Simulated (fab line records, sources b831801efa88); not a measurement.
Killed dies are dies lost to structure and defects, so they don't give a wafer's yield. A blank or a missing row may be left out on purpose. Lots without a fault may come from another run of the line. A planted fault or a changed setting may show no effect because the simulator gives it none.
fab line records | flow sfq_line
record lots=6 wafers=18 last_day=81
route steps=325 shown M5@200 A5B@209 R5@212
lots that met no fault: from a run of the same line without faults
start_h: hours from the record's first day to the start of the lot's first wafer shown | wait_h: hours since the lot's step before | " the same as in the row above | L1.1+2: a row that stands for several wafers | - no value, or no start given | * or withheld: withheld | < > ~ a bound
route shown NAME@n: a module of which the file shows steps, and the number in the route of the first | usual: mean/standard deviation of fault-free wafers | same: alike in all rows | chamber/n: place in a boat | sites: the reading at each site | _std_site: their standard deviation | _edge_site: outer sites' mean less inner sites' | radius_mm: how far each site lies from the wafer's centre | mask NAME#n: copy n | behind: the tool/chamber that last shaped the wafer | hold: why the lot was held/for how many hours/how that ended | device: the transistor (n, p or np) that didn't switch | end of line: the same wafers' tests at the end of the route | a step without rows: its recipe alone | killed: dies lost to structure and defects at the first sort, not the wafer's yield | map: a wafer's dies, x killed, . not, _ none there
set.NAME: the setting as run; set.NAME@STEP: as run at that earlier step | model.NAME: the simulator's own value behind a step, which no gauge read
lots at some steps of the route; a table a step, a row a wafer
services: from which hour (start_h, from the record's first day; less than 0 if before it) a tool's chamber was out of use, for how many hours, and why
## steps
# step SFQ_TRILAYER_M5_LITHO_SOFTBAKE_127
# recipe temp_c=withheld time_s=withheld resist=KrF
# step SFQ_TRILAYER_M5_LITHO_EXPOSE_124
# recipe mask_id=M5 na=0.6 source_shape=conventional sigma_outer=0.65 target_cd_nm=700 dose_mj=14.4
# step SFQ_TRILAYER_M5_LITHO_PEB_126
# recipe peb_temp_c=115 peb_time_s=60 resist=KrF
# step SFQ_TRILAYER_M5_LITHO_DEVELOP_125
# recipe time_s=60 resist=KrF
# step SFQ_M5_OVL_MEAS_932
# usual M5_OVL=0/4.6
# columns lot.wafer tool chamber start_h wait_h M5_OVL[nm]
L215.1 overlay-02 - 1069.18 0.1 -4
L215.4 " - " " -2
L215.6 " - " " -1
L224.2 overlay-01 - 1421.90 0.1 2
L224.5 " - " " -2
L224.6 " - " " 6
L225.3 overlay-01 - 1423.10 0.1 -1
L225.4 " - " " 3
L225.5 " - " " -2
L227.1 overlay-01 - 1425.49 0.1 1
L227.3 " - " " 3
L227.4 " - " " -3
L231.1 overlay-01 - 1436.70 0.1 -5
L231.3 " - " " 5
L231.6 " - " " 4
L233.2 overlay-01 - 1439.11 0.1 -6
L233.3 " - " " -2
L233.6 " - " " -2
# step SFQ_TRILAYER_M5_BARC_OPEN_METAL_ETCH_161
# recipe mask_material=PR chemistry=O2 target_depth_nm=125 target=BARC icp_w=600 bias_w=80 pressure_mtorr=10 time_s=41.7
# usual drypump_motor_current_A=5.9/0.4 he_backside_leak_sccm=3.44/0.29 oes_product_au=0.685/0.0048
# columns lot.wafer tool chamber start_h wait_h drypump_motor_current_A he_backside_leak_sccm oes_product_au rf_hours_counter_h
L215.1 rie_metal-04 1 1069.22 0.0 5.7 3.19 0.688 14
L215.4 " 0 " " 6.3 3.30 0.688 -
L215.6 " 1 " " 5.7 3.36 0.689 -
L224.2 rie_metal-02 1 1421.95 0.0 5.2 3.39 0.695 -
L224.5 " 1 " " 5.2 3.49 0.681 -
L224.6 " 1 " " 5.2 3.43 0.693 -
L225.3 rie_metal-01 0 1423.15 0.0 5.8 3.73 0.674 -
L225.4 " 1 " " 5.7 3.16 0.679 -
L225.5 " 0 " " 5.8 3.38 0.682 -
L227.1 rie_metal-02 1 1425.53 0.0 5.2 3.46 0.680 48
L227.3 " 0 " " 6.5 3.36 0.688 -
L227.4 " 1 " " 5.2 3.54 0.687 -
L231.1 rie_metal-04 0 1436.74 0.0 6.3 3.41 0.683 125
L231.3 " 1 " " 5.7 3.47 0.678 -
L231.6 " 0 " " 6.3 3.29 0.687 -
L233.2 rie_metal-04 1 1439.14 0.0 5.7 3.57 0.693 71
L233.3 " 0 " " 6.3 3.33 0.682 -
L233.6 " 1 " " 5.7 3.56 0.688 -
# step SFQ_TRILAYER_M5_ETCH_METAL_ETCH_126
# recipe target=Nb stop_on=SiO2 mask_material=PR over_etch_frac=0.15 time_s=203.2 chemistry=Cl2/BCl3 target_depth_nm=265 icp_w=600 bias_w=80 pressure_mtorr=10
# usual drypump_motor_current_A=5.9/0.4 he_backside_leak_sccm=3.40/0.18 oes_product_au=0.727/0.0054
# columns lot.wafer tool chamber start_h wait_h drypump_motor_current_A he_backside_leak_sccm oes_product_au rf_hours_counter_h
L215.1 rie_metal-04 1 1069.27 0.0 5.7 3.22 0.731 14
L215.4 " 0 " " 6.3 3.16 0.733 -
L215.6 " 1 " " 5.7 3.30 0.735 -
L224.2 rie_metal-02 1 1422.11 0.1 5.2 3.32 0.727 -
L224.5 " 1 " " 5.2 3.36 0.730 -
L224.6 " 1 " " 5.2 3.27 0.725 -
L225.3 rie_metal-01 0 1423.25 0.1 5.8 3.77 0.736 -
L225.4 " 1 " " 5.7 3.15 0.725 -
L225.5 " 0 " " 5.8 3.72 0.732 -
L227.1 rie_metal-02 1 1425.59 0.0 5.2 3.55 0.726 48
L227.3 " 0 " " 6.5 3.33 0.730 -
L227.4 " 1 " " 5.2 3.43 0.720 -
L231.1 rie_metal-04 0 1436.80 0.0 6.3 3.25 0.728 125
L231.3 " 1 " " 5.7 3.45 0.730 -
L231.6 " 0 " " 6.3 3.32 0.733 -
L233.2 rie_metal-04 1 1439.20 0.0 5.7 3.37 0.733 71
L233.3 " 0 " " 6.3 3.66 0.724 -
L233.6 " 1 " " 5.7 3.28 0.724 -
# step SFQ_TRILAYER_M5_STRIP_STRIP_127
# recipe gas=O2 power_w=200 platen_temp_c=40 overash_fraction=0.65 chemistry=O2 pressure_mtorr=50
# step SFQ_TRILAYER_M5_STRIP_SOLV_CLEAN_128
# recipe chemistry=NMP temp_c=70 time_s=600
# step SFQ_TRILAYER_A5B_DEP_PECVD_129
# recipe material=SiO2 temp_c=150 time_s=133.33 pressure_torr=2.4 rf_w=183.3 precursor=SiH4/N2O target_thk_nm=600
# step SFQ_TRILAYER_A5B_CMP_CMP_130
# recipe stop_on=Nb down_force_psi=3 platen_rpm=60 target_thk_nm=340.7
# usual motor_current_A=10.3/0.87
# columns lot.wafer tool chamber start_h wait_h motor_current_A
L215.1 cmp-02 2 1078.38 8.1 9.8
L215.4 " 0 1079.38 9.1 10.5
L215.6 " 2 1080.38 10.1 9.9
L224.2 cmp-01 2 1442.69 18.8 9.6
L224.5 " 2 1444.69 20.8 10.3
L224.6 " 3 " " 11.0
L225.4 cmp-02 3 1444.89 20.6 9.9
L225.3 " 0 " " 10.3
L225.5 " 3 1446.89 22.6 9.7
L227.3 cmp-02 2 1447.89 21.3 9.6
L227.1 " 0 1448.89 22.3 11.4
L227.4 " 1 " " 8.7
L231.3 cmp-02 1 1454.89 17.0 9.4
L231.1 " 2 " " 9.3
L231.6 " 3 " " 9.3
L233.2 cmp-01 1 1457.69 17.5 11.2
L233.3 " 3 1458.69 18.5 11.0
L233.6 " 1 1459.69 19.4 10.9
# step SFQ_TRILAYER_A5B_METRO_MEASURE_131
# usual thk_nm=340/5.1
# columns lot.wafer tool chamber start_h wait_h thk_nm
L215.1 film_metro-01 - 1080.88 2.0 342
L215.4 " - " " 344
L215.6 " - " " 345
L224.2 film_metro-01 - 1445.89 2.7 335
L224.5 " - " " 328
L224.6 " - " " 345
L225.3 film_metro-02 - 1448.29 2.4 337
L225.4 " - " " 336
L225.5 " - " " 341
L227.1 film_metro-01 - 1450.89 1.5 333
L227.3 " - " " 338
L227.4 " - " " 346
L231.1 film_metro-01 - 1456.89 1.0 339
L231.3 " - " " 339
L231.6 " - " " 332
L233.2 film_metro-01 - 1460.89 2.7 336
L233.3 " - " " 334
L233.6 " - " " 326
# step SFQ_TRILAYER_R5_DEP_SPUTTER_132
# recipe material=Ti base_pressure_pa=1.33e-06 target_thk_nm=5 power_w=2000 time_s=5 chamber_pressure_pa=0.4
# usual cathode_dc_power_W=2000.0/0.36 throttle_valve_pct=30.4/1.4
# columns lot.wafer tool chamber start_h wait_h cathode_dc_power_W throttle_valve_pct model.Ti_of_TRILAYER_R5_DEP_SPUTTER_132.thk_nm
L215.1 pvd_sputter-04 - 1082.08 1.0 2000.1 30.2 5.035
L215.4 " - " " 2000.3 32.2 4.936
L215.6 " - " " 2000.2 31.4 4.928
L224.2 pvd_sputter-03 - 1446.89 0.8 2000.8 30.4 5.02
L224.5 " - " " 1999.8 28.2 5.118
L224.6 " - " " 1999.9 32.3 4.963
L225.3 pvd_sputter-05 - 1449.09 0.6 1999.3 29.1 4.848
L225.4 " - " " 2000.4 29.9 4.835
L225.5 " - " " 2000.2 29.9 4.904
L227.1 pvd_sputter-05 - 1452.09 1.0 1999.7 29.7 5.025
L227.3 " - " " 2000.0 32.6 1.414
L227.4 " - " " 1999.6 28.5 4.926
L231.1 pvd_sputter-05 - 1458.09 1.0 1999.8 28.8 4.852
L231.3 " - " " 2000.0 29.9 1.464
L231.6 " - " " 2000.6 28.8 4.895
L233.2 pvd_sputter-04 - 1461.89 0.8 2000.0 31.6 5.097
L233.3 " - " " 1999.6 31.1 4.999
L233.6 " - " " 1999.3 31.8 5.253
# step SFQ_TRILAYER_R5_DEP_SPUTTER_133
# recipe material=MoNx base_pressure_pa=1.33e-06 target_thk_nm=40 power_w=1000 time_s=66.7 chamber_pressure_pa=0.4
# usual cathode_dc_power_W=1000.0/0.19 throttle_valve_pct=30.4/1.4
# columns lot.wafer tool chamber start_h wait_h cathode_dc_power_W throttle_valve_pct
L215.1 pvd_sputter-04 - 1082.10 0.0 1000.1 30.3
L215.4 " - " " 1000.2 31.8
L215.6 " - " " 1000.1 31.4
L224.2 pvd_sputter-03 - 1446.91 0.0 1000.1 30.3
L224.5 " - " " 999.93 28.3
L224.6 " - " " 999.68 32.2
L225.3 pvd_sputter-05 - 1449.11 0.0 999.84 28.9
L225.4 " - " " 999.84 29.8
L225.5 " - " " 999.80 29.8
L227.1 pvd_sputter-05 - 1452.11 0.0 999.83 29.5
L227.3 " - " " 1000.1 32.5
L227.4 " - " " 1000.2 28.9
L231.1 pvd_sputter-05 - 1458.11 0.0 1000.1 28.8
L231.3 " - " " 1000.1 29.8
L231.6 " - " " 1000.0 29.2
L233.2 pvd_sputter-04 - 1461.91 0.0 1000.2 31.6
L233.3 " - " " 1000.00 31.0
L233.6 " - " " 1000.1 31.7
## services
# columns tool chamber start_h hours kind
film_metro-01 - 1096.25 0.5 pm
pvd_sputter-05 - 1104.82 2.1 repair
pvd_sputter-05 - 1153.45 1.3 repair
pvd_sputter-05 - 1168.23 1.8 repair
film_metro-01 - 1170.27 142.2 repair
pvd_sputter-05 - 1175.74 4.1 repair
film_metro-01 - 1185.46 6.6 repair
cmp-02 - 1189.89 4.5 repair
cmp-02 - 1191.83 1.5 repair
pvd_sputter-04 - 1209.22 3.9 repair
cmp-02 - 1213.80 5.4 repair
pvd_sputter-05 - 1227.69 2.8 repair
cmp-02 - 1229.82 1.4 repair
pvd_sputter-04 - 1238.56 39.6 repair
cmp-02 - 1244.15 5.0 pm
pvd_sputter-04 - 1244.69 22.4 repair
film_metro-01 - 1312.49 0.2 pm
film_metro-01 - 1312.73 0.8 pm
rie_metal-04 - 1313.00 1.2 repair
film_metro-01 - 1313.49 0.3 pm
film_metro-01 - 1342.19 0.8 pm
film_metro-01 - 1354.37 10.2 pm
film_metro-01 - 1435.23 1.2 pm
pvd_sputter-05 - 1444.58 2.4 repair
## key
first_sign none at tools or gauges
model_effect step=SFQ_TRILAYER_R5_DEP_SPUTTER_132 value=Ti_of_TRILAYER_R5_DEP_SPUTTER_132.thk_nm without=4.902 struck=1.439
met_at SFQ_TRILAYER_R5_DEP_SPUTTER_132
struck_wafers L227.3,L231.3
onset_between 1449.09 1452.09
fault kind=process_parameter_drift tool=pvd_sputter-05 chamber=- onset_h=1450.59 steps=SFQ_TRILAYER_R5_DEP_SPUTTER_132 channel=target_thk_nm offset=-3.463 shape=step end_h=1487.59 scope=struck_wafers_only acts_in=these_recipes_only stated=5
